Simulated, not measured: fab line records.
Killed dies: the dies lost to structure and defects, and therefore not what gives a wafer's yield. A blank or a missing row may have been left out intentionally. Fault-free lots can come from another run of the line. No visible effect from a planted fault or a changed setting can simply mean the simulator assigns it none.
A struck lot beside a sound one + flow gf180mcu + 17 out of 602 route steps
Sound: the wafers L944.2, L944.4, L944.6. Struck: wafer L954.3 (left out: L954.6, a lot-mate that was not struck); the cause follows at the end.
Per side, at each step with rows, come the tool, then ch with its chambers, and then its first start. Under that, the readings that differ: sound wafers + struck wafers + difference of the means + sigmas: that difference in standard deviations of wafers without a fault.
alike: readings whose means differ by less than 2 such deviations, and words and numbers that are the same on both sides. not compared: withheld readings, readings that some wafer has no value for, bounds like >300 that may hide the same value, and numbers for which the record gives no deviation and whose values overlap.
A row with sigmas, a row that says differs or no value, or rows on one side alone: a step with any of these is where the two part. When numbers do not overlap yet have no deviation, they are printed without sigmas and do not part them. A reading missing from all wafers of one side parts the sides only when that side holds two or more wafers.

first, 3 steps without rows for these wafers: GF_V5_EXPOSE_11 (exposes mask Via5, target cd 260 nm); GF_V5_PEB_12 (peb time 90 s); GF_V5_DEVELOP_13 (develop time 60 s).
GF_V5_CD_MEAS_14 targets a cd of 260 nm.
  struck on cd-sem-02, day 31 00:13; sound on cd-sem-01, day 28 00:04
  alike: cd-nm
GF_V5_OVL_MEAS_15:
  struck on overlay-01, day 31 00:18; sound on overlay-01, day 28 00:10
  alike: V5_OVL
GF_V5_ETCH_16: etches BARC in N2/H2.
  sound on rie-diel-03 ch 0,1,3, day 28 00:11; struck on rie-diel-01 ch 1, day 31 00:20
  alike: drypump-motor-current-A, h2-flow-sccm, oes-product-au, rf-fwd-power-W, throttle-valve-pct
GF_V5_ETCH_17: etches SiO2 in C4F8/O2/Ar, stops on TiN, target depth 855 nm.
  sound on rie-diel-03 ch 0,1,3; struck on rie-diel-01 ch 1
| reading               | sound             | struck | difference | sigmas |
|-----------------------|-------------------|--------|------------|--------|
| oes-product-au (a.u.) | 0.860 0.851 0.860 | 0.873  | +0.016     | +3     |
  alike: rf-fwd-power-W
GF_V5_STRIP_18: strips in O2/N2.
  sound on plasma-asher-02 ch 0,1, day 28 00:20; struck on plasma-asher-02 ch 0, day 31 00:31
  alike: drypump-motor-current-A, heater-power-w, oes-product-au
  not compared: rf-hours-counter-h
then, 2 steps without rows for these wafers: GF_V5_STRIP_19 (strips in post etch residue remover, time 1200 s); GF_V5_CLEAN_20 (cleans in DIW).
GF_V5_SPUTTER_21: material Ti, target thk 15 nm, time 80.02 s.
  struck on pvd-sputter-03, day 31 01:01; sound on pvd-sputter-03, day 28 00:59
  alike: throttle-valve-pct
GF_V5_SPUTTER_22: material TiN, target thk 10 nm, time 40 s.
  struck on pvd-sputter-03, day 31 01:04; sound on pvd-sputter-03, day 28 01:03
  alike: throttle-valve-pct
GF_V5_CVD_23: deposits W, target thk 350 nm, time 104.9 s.
  sound on cvd-w-01 ch 0, day 28 01:05; struck on cvd-w-01 ch 1, day 31 01:09
| reading                          | sound           | struck | difference | sigmas |
|----------------------------------|-----------------|--------|------------|--------|
| model.W_of_V5_CVD_23.thk-nm (nm) | 346.7 350.8 351 | 515.6  | +166.1     |        |
  alike: heater-power-w
GF_V5_RS_MEAS_24: the measuring method here is four-point-probe.
  struck on film-metro-01, day 31 01:16; sound on film-metro-01, day 28 01:13
| reading          | sound                | struck | difference | sigmas |
|------------------|----------------------|--------|------------|--------|
| V5_W_RS (ohm/sq) | 0.3297 0.3262 0.3257 | 0.2210 | -0.1062    | -38    |
GF_V5_THK_MEAS_25: measures by xrf.
  struck on film-metro-01, day 31 01:22; sound on film-metro-01, day 28 01:20
| reading       | sound             | struck | difference | sigmas |
|---------------|-------------------|--------|------------|--------|
| V5_W_THK (nm) | 333.7 337.6 340.1 | 490.5  | +153.4     | +57    |
GF_V5_CMP_26: polishes, stops on SiO2, t overpolish 15 s, target thk 0 nm.
  sound on cmp-01 ch 0,3, day 28 01:23; struck on cmp-01 ch 0, day 31 01:41
| reading                | sound    | struck | difference | sigmas |
|------------------------|----------|--------|------------|--------|
| time-to-endpoint-s (s) | 81 85 85 | 123    | +39        | +11    |
  alike: edge-zone-pressure-frac, motor-current-A, platen-rpm, retaining-ring-pressure-frac, slurry-flow-ml-min
then, 1 step without rows for these wafers: GF_TOP_METAL_SPUTTER_00 (material Ti, target thk 37.5 nm, time 150 s).

WHERE THEY PART
First at GF_V5_ETCH_17; last, within this record, at GF_V5_CMP_26.

WHY: what the simulator had put in
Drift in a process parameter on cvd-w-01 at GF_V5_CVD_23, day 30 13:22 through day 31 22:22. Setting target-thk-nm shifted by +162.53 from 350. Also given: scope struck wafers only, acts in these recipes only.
